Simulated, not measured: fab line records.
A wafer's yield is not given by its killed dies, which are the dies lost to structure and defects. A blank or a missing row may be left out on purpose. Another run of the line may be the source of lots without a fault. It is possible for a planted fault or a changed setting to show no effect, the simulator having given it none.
Which tool is to blame? ; flow sky130 ; 11 lots, 33 wafers sampled, at 2 steps of a route of 708

## WHAT THE GAUGES READ, wafer by wafer
SKY_VT_ADJUST_HVTR_OVL_MEAS_08.
lot;measured;on;VT_ADJUST_HVTR_OVL (nm)
L407;day 9 15:31;overlay-02;-2.8 -0.6 -2.5
L408;day 10 01:37;overlay-01;2.6 1.3 2.6
L409;day 10 08:00;overlay-01;-1.5 0.5 -1.4
L414;day 11 16:03;overlay-01;-1.2 -0.5 0.8
L415;day 12 00:32;overlay-02;-109.8 -110.4 -108.2
L417;day 12 12:03;overlay-01;-108.0 -106.6 -106.3
L419;day 13 05:17;overlay-01;1.1 0.7 1.1
L423;day 14 16:49;overlay-01;-1.7 -4.1 -4.6
L426;day 15 10:02;overlay-01;-0.9 -1.3 -1.5
L428;day 16 09:16;overlay-02;-1.8 -1.6 -2.5
L429;day 16 22:06;overlay-01;0.1 1.6 0.9

## WHICH TOOL RAN EACH LOT (tool, then ch and the chambers of the sampled wafers, then the start)
lot;SKY_VT_ADJUST_HVTR_EXPOSE_04
L407;iline_stepper-02 ch 0, day 9 04:05
L408;iline_stepper-01 ch 0, day 9 14:52
L409;iline_stepper-01 ch 0, day 9 21:23
L414;iline_stepper-02 ch 0, day 11 03:46
L415;iline_stepper-02 ch 0, day 11 12:29
L417;iline_stepper-02 ch 0, day 12 00:25
L419;iline_stepper-01 ch 0, day 12 17:09
L423;iline_stepper-01 ch 0, day 14 04:17
L426;iline_stepper-01 ch 0, day 14 20:33
L428;iline_stepper-01 ch 0, day 15 19:16
L429;iline_stepper-01 ch 0, day 16 08:15
- SKY_VT_ADJUST_HVTR_EXPOSE_04: exposes mask HVTRM, target cd 380 nm.

## THE ANSWER, worked out from the rows above alone
Rule: the usual values come from the lots themselves. The widest of any qualifying gaps counts: lots, ordered by their means at a reading, are off when they make up no more than a third of the lots, leave a main group of 4 or more, and stand apart from it by 3 or more times the standard deviation of that group's means. A main group whose means are all the same, to the digits that the tables above print for the reading, isn't used. A lot without any number at a reading at which 4 lots or more have one is off too. Any other lot the step has rows for is counted as sound.
Off: L415, L417, at SKY_VT_ADJUST_HVTR_OVL_MEAS_08 (VT_ADJUST_HVTR_OVL). Mean -0.6 nm and standard deviation 1.7 in the main group.
A tool fits if, at a process step before that reading, it ran every lot that is off, and no sound lot after the first of them. Those tools and the gauges at SKY_VT_ADJUST_HVTR_OVL_MEAS_08 are tried in the same way. One fits: SKY_VT_ADJUST_HVTR_EXPOSE_04 on iline_stepper-02. Its last sound lot is L414 (day 11 03:46), its first lot that is off L415 (day 11 12:29): a fault that began between those two fits.

## WHAT THE SIMULATOR PUT IN
Scanner matching overlay: iline_stepper-02, from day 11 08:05 on, at SKY_VT_ADJUST_HVTR_EXPOSE_04. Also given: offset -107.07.
Shown lots that were struck: L415, L417. The rule above reached the same finding.
